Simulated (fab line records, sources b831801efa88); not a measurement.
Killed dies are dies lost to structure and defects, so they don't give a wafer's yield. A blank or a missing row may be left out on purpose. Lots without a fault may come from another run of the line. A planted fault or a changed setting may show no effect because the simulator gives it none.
Tool commonality check | flow sky130 | 11 lots, 33 wafers sampled

WHY IT WAS OPENED
At SKY_METAL2_CD_MEAS_15 the reading cd_nm is flagged on 1 of 11 lots. Wafers without a fault read 140.1 nm, standard deviation 1.3.
Rule: a lot is flagged when every wafer of it that has a number lies more than 4 standard deviations from that mean, or none has a number. The other lots count as sound.

lot  | measured     | on        | cd_nm (nm), wafer by wafer | flag
L829 | day 35 12:01 | cd_sem-02 | 140.1 141.5 139.6          |
L830 | day 35 18:46 | cd_sem-01 | 140.6 142.2 140.4          |
L831 | day 35 23:18 | cd_sem-01 | 141.4 139.3 140.0          |
L832 | day 36 09:32 | cd_sem-02 | 141.7 139.6 142.0          |
L835 | day 37 07:13 | cd_sem-01 | 140.6 141.5 142.1          |
L833 | day 37 08:16 | cd_sem-02 | 139.4 140.3 139.7          |
L836 | day 38 01:44 | cd_sem-01 | 140.1 140.8 139.9          |
L837 | day 38 12:50 | cd_sem-01 | 138.7 138.2 139.1          |
L840 | day 38 21:56 | cd_sem-01 | 141.1 140.6 141.0          |
L843 | day 39 22:16 | cd_sem-01 | 142.6 143.0 143.0          |
L844 | day 40 04:37 | cd_sem-01 | 84.5 102.4 110.7           | FLAGGED
The numbers of the flagged lots are 99.2 nm on average: -40.9 nm against the usual, or -31 standard deviations.

WHICH TOOL RAN EACH LOT
The record holds 3 process steps before the reading, out of a route of 708 steps. In each cell: the tool, then ch and the chambers that the sampled wafers went through, then the start.
lot  | flag    | SKY_METAL2_SPUTTER_01        | SKY_METAL2_SPUTTER_04        | SKY_METAL2_EXPOSE_12
L829 |         | pvd_sputter-04, day 34 09:24 | pvd_sputter-04, day 34 09:28 | krf_scanner-01 ch 0, day 34 23:12
L830 |         | pvd_sputter-04, day 34 15:55 | pvd_sputter-04, day 34 15:59 | krf_scanner-01 ch 0, day 35 05:41
L831 |         | pvd_sputter-02, day 34 20:07 | pvd_sputter-02, day 34 20:11 | krf_scanner-02 ch 0, day 35 10:27
L832 |         | pvd_sputter-04, day 35 06:44 | pvd_sputter-04, day 35 06:49 | krf_scanner-01 ch 0, day 35 20:19
L835 |         | pvd_sputter-03, day 36 04:40 | pvd_sputter-03, day 36 04:44 | krf_scanner-01 ch 0, day 36 18:36
L833 |         | pvd_sputter-04, day 36 05:59 | pvd_sputter-04, day 36 06:04 | krf_scanner-02 ch 0, day 36 19:34
L836 |         | pvd_sputter-03, day 36 22:56 | pvd_sputter-03, day 36 23:01 | krf_scanner-01 ch 0, day 37 12:05
L837 |         | pvd_sputter-04, day 37 10:19 | pvd_sputter-04, day 37 10:23 | krf_scanner-02 ch 0, day 38 00:04
L840 |         | pvd_sputter-03, day 37 20:02 | pvd_sputter-03, day 37 20:07 | krf_scanner-02 ch 0, day 38 09:11
L843 |         | pvd_sputter-03, day 38 21:43 | pvd_sputter-03, day 38 21:47 | krf_scanner-01 ch 0, day 39 10:22
L844 | FLAGGED | pvd_sputter-02, day 39 03:56 | pvd_sputter-02, day 39 04:00 | krf_scanner-02 ch 0, day 39 16:12
What these steps do:
- SKY_METAL2_SPUTTER_01: material TiN, target thk 20 nm, time 16.7 s.
- SKY_METAL2_SPUTTER_04: material TiN, target thk 70 nm, time 58.3 s.
- SKY_METAL2_EXPOSE_12: exposes mask MM2, target cd 140 nm.
- SKY_METAL2_CD_MEAS_15: target cd 140 nm.

FLAGGED OVER TOTAL, TOOL BY TOOL (the gauges that took the reading come last)
step                  | tool           | lots run | flagged | share of the flagged lots | sound lots run after its first flagged lot
SKY_METAL2_SPUTTER_01 | pvd_sputter-02 | 2        | 1       | all                       | 0
SKY_METAL2_SPUTTER_01 | pvd_sputter-03 | 4        | 0       | none                      | -
SKY_METAL2_SPUTTER_01 | pvd_sputter-04 | 5        | 0       | none                      | -
SKY_METAL2_SPUTTER_04 | pvd_sputter-02 | 2        | 1       | all                       | 0
SKY_METAL2_SPUTTER_04 | pvd_sputter-03 | 4        | 0       | none                      | -
SKY_METAL2_SPUTTER_04 | pvd_sputter-04 | 5        | 0       | none                      | -
SKY_METAL2_EXPOSE_12  | krf_scanner-01 | 6        | 0       | none                      | -
SKY_METAL2_EXPOSE_12  | krf_scanner-02 | 5        | 1       | all                       | 0
SKY_METAL2_CD_MEAS_15 | cd_sem-01      | 8        | 1       | all                       | 0
SKY_METAL2_CD_MEAS_15 | cd_sem-02      | 3        | 0       | none                      | -

WHAT THE TABLE ALLOWS
4 rows of the table ran every flagged lot: pvd_sputter-02 at SKY_METAL2_SPUTTER_01, pvd_sputter-02 at SKY_METAL2_SPUTTER_04, krf_scanner-02 at SKY_METAL2_EXPOSE_12, cd_sem-01 at SKY_METAL2_CD_MEAS_15.
- pvd_sputter-02 at SKY_METAL2_SPUTTER_01: 1 of its 2 lots flagged. Its last sound lot is L831 (day 34 20:07), its first flagged lot L844 (day 39 03:56): a fault that began between those two fits.
- pvd_sputter-02 at SKY_METAL2_SPUTTER_04: 1 of its 2 lots flagged. Its last sound lot is L831 (day 34 20:11), its first flagged lot L844 (day 39 04:00): a fault that began between those two fits.
- krf_scanner-02 at SKY_METAL2_EXPOSE_12: 1 of its 5 lots flagged. Its last sound lot is L840 (day 38 09:11), its first flagged lot L844 (day 39 16:12): a fault that began between those two fits. Its own readings lie more than 4 standard deviations out on every wafer of the flagged lots: exposure_dose_mJ_cm2.
- cd_sem-01 at SKY_METAL2_CD_MEAS_15: 1 of its 8 lots flagged. Its last sound lot is L843 (day 39 22:16), its first flagged lot L844 (day 40 04:37): a fault that began between those two fits.
Counting lots can't tell these 3 tools apart, because each fits a fault that began at some hour. More lots, or a look at what each step does to the wafer, might.

WHAT THE SIMULATOR HAD PUT IN
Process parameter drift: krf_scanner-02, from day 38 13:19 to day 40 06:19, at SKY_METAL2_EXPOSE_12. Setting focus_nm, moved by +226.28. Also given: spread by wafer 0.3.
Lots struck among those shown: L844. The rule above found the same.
